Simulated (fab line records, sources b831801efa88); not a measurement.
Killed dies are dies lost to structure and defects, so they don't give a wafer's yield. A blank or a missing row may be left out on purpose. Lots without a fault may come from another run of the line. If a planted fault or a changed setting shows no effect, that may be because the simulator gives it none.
A struck lot beside a sound one	flow sky130	43 out of 708 route steps
Sound: the wafers L328.1, L328.2, L328.6. Wafers L341.4, L341.5, L341.6 were the ones struck. The cause is given at the end.
At each step with rows: each side's tool, then ch and its chambers, then its first start. Under that, the readings that differ: sound wafers	struck wafers	difference of the means	sigmas: that difference in standard deviations of wafers without a fault.
alike: words and numbers the same on both sides, and readings whose means are apart by under 2 such deviations; not compared: readings that were withheld, readings missing a value for some wafer, numbers with overlapping values and no deviation given by the record, and bounds like >300 which may hide the same value.
Wherever a step has rows on one side only, a row that says differs or no value, or a row with sigmas, the two part there. Non-overlapping numbers with no deviation appear without sigmas and do not part them. Lack of a reading on every wafer of one side parts them only where that side has two or more wafers.

SKY_SPACER_ETCHBACK_02: etches Si3N4 in CH3F/O2, stops on SiO2, time 46.7 s, target depth 45 nm.
  sound on rie-diel-03 ch 0,2,3, day 23 09:34; struck on rie-diel-02 ch 0,1, day 28 08:34
  alike: bias-w, chamber-pressure-mTorr, drypump-motor-current-A, oes-product-au, throttle-valve-pct
  not compared: rf-hours-counter-h
then, 8 steps without rows for these wafers: SKY_POLY_CUT_DEHYDRATE_00 (time 60 s); SKY_POLY_CUT_HMDS_01 (prime time 60 s); SKY_POLY_CUT_COAT_02 (resist thk 60 nm); SKY_POLY_CUT_COAT_03 (resist thk 450 nm); SKY_POLY_CUT_SOFTBAKE_04 (time 90 s); SKY_POLY_CUT_EXPOSE_05 (exposes mask NPCM, target cd 270 nm); SKY_POLY_CUT_PEB_06; SKY_POLY_CUT_DEVELOP_07 (develop time 60 s).
SKY_POLY_CUT_CD_MEAS_08 targets a cd of 270 nm.
  sound on cd-sem-01 at day 24 15:44; struck on cd-sem-01 at day 29 12:56
reading	sound	struck	difference	sigmas
cd-nm (nm)	269.3 269.7 267.6	272.5 272.6 271.9	+3.5	+2
SKY_POLY_CUT_OVL_MEAS_09:
  sound on overlay-01 at day 24 15:51; struck on overlay-01 at day 29 13:01
  alike: POLY_CUT_OVL
SKY_POLY_CUT_ETCH_10: etches BARC in N2/H2, stops on SiO2, time 45.9 s, target depth 60 nm.
  sound on rie-diel-03 ch 1,3, day 24 15:53; struck on rie-diel-03 ch 1,2, day 29 13:02
  alike: bias-w, chamber-pressure-mTorr, drypump-motor-current-A, n2-flow-sccm, oes-product-au, throttle-valve-pct
  not compared: rf-hours-counter-h
SKY_POLY_CUT_ETCH_11: etches Si3N4 in CF4/CH2F2/Ar, stops on poly-Si, time 42.5 s, target depth 60 nm.
  sound on rie-diel-03 ch 1,3, day 24 15:56; struck on rie-diel-03 ch 1,2, day 29 13:05
  alike: bias-w, chamber-pressure-mTorr, drypump-motor-current-A, oes-product-au, throttle-valve-pct
  not compared: rf-hours-counter-h
SKY_POLY_CUT_STRIP_12: strips in O2/N2.
  sound on plasma-asher-03 ch 0,1, day 24 15:58; struck on plasma-asher-02 ch 0,1, day 29 13:09
  alike: chamber-pressure-mTorr, drypump-motor-current-A, n2-flow-sccm, oes-product-au, strip-time-to-endpoint-s
  not compared: rf-hours-counter-h
then, 7 steps without rows for these wafers: SKY_SD_P_DEHYDRATE_00 (time 60 s); SKY_SD_P_HMDS_01 (prime time 60 s); SKY_SD_P_COAT_02 (resist thk 1140 nm); SKY_SD_P_SOFTBAKE_03 (time 60 s); SKY_SD_P_EXPOSE_04 (exposes mask PSDM, target cd 380 nm); SKY_SD_P_PEB_05; SKY_SD_P_DEVELOP_06 (develop time 60 s).
SKY_SD_P_CD_MEAS_07 targets a cd of 380 nm.
  sound on cd-sem-02 at day 25 21:11; struck on cd-sem-01 at day 30 16:32
  alike: cd-nm
SKY_SD_P_OVL_MEAS_08:
  sound on overlay-02 at day 25 21:18; struck on overlay-01 at day 30 16:37
  alike: SD_P_OVL
after that, 1 step had no rows for these wafers: SKY_SD_P_IMPLANT_09.
SKY_SD_P_STRIP_10: strips in O2/N2.
  sound on plasma-asher-04 ch 0,1, day 25 21:33; struck on plasma-asher-01 ch 0,1, day 30 16:49
  alike: chamber-pressure-mTorr, drypump-motor-current-A, n2-flow-sccm, oes-product-au, strip-time-to-endpoint-s
  not compared: rf-hours-counter-h
SKY_SD_P_TW_MEAS_11:
  sound on film-metro-02 at day 25 21:39; struck on film-metro-04 at day 30 16:55
  alike: SD_P_TW
then, 8 steps without rows for these wafers: SKY_RES_XHIGH_DEHYDRATE_00 (time 60 s); SKY_RES_XHIGH_HMDS_01 (prime time 60 s); SKY_RES_XHIGH_COAT_02 (resist thk 1140 nm); SKY_RES_XHIGH_SOFTBAKE_03 (time 60 s); SKY_RES_XHIGH_EXPOSE_04 (exposes mask URPM, target cd 1270 nm); SKY_RES_XHIGH_PEB_05; SKY_RES_XHIGH_DEVELOP_06 (develop time 60 s); SKY_RES_XHIGH_IMPLANT_07.
SKY_RES_XHIGH_STRIP_08: strips in O2/N2.
  sound on plasma-asher-01 ch 0,1, day 27 03:18; struck on plasma-asher-02 ch 0,1, day 31 19:56
  alike: chamber-pressure-mTorr, drypump-motor-current-A, n2-flow-sccm, oes-product-au, strip-time-to-endpoint-s
  not compared: rf-hours-counter-h
SKY_RES_XHIGH_TW_MEAS_09:
  sound on film-metro-04 at day 27 03:24; struck on film-metro-02 at day 31 20:02
  alike: RES_XHIGH_TW
then, 6 steps without rows for these wafers: SKY_SD_N_DEHYDRATE_00 (time 60 s); SKY_SD_N_HMDS_01 (prime time 60 s); SKY_SD_N_COAT_02 (resist thk 1140 nm); SKY_SD_N_SOFTBAKE_03 (time 60 s); SKY_SD_N_EXPOSE_04 (exposes mask NSDM, target cd 380 nm); SKY_SD_N_PEB_05.
-- here the record skips 18 days between the struck wafers' starts before and after, leaving off in module SD_N and picking up in module PAD_OPEN (first step shown: number 708 of the route) --
SKY_PAD_OPEN_PROBE_99:
  sound on prober-02 at day 46 02:31; struck on prober-01 at day 49 09:23
reading	sound	struck	difference	sigmas
hold	- - -	await-dispo/3.0h/release await-dispo/3.0h/release await-dispo/3.0h/release	no value on the sound wafers	
killed-at-front-end	12 14 18	73 47 76	+51	+11
killed-dies	89 79 88	141 120 143	+49	+5
  alike: killed_at_M0_to_M3, killed_at_M4_up, killed-at-contacts, killed-at-other, killed-open, killed-short

== WHERE THEY PART ==
Last at SKY_PAD_OPEN_PROBE_99 as far as this record goes, first at SKY_POLY_CUT_CD_MEAS_08.

WHY: whatever the simulator had introduced
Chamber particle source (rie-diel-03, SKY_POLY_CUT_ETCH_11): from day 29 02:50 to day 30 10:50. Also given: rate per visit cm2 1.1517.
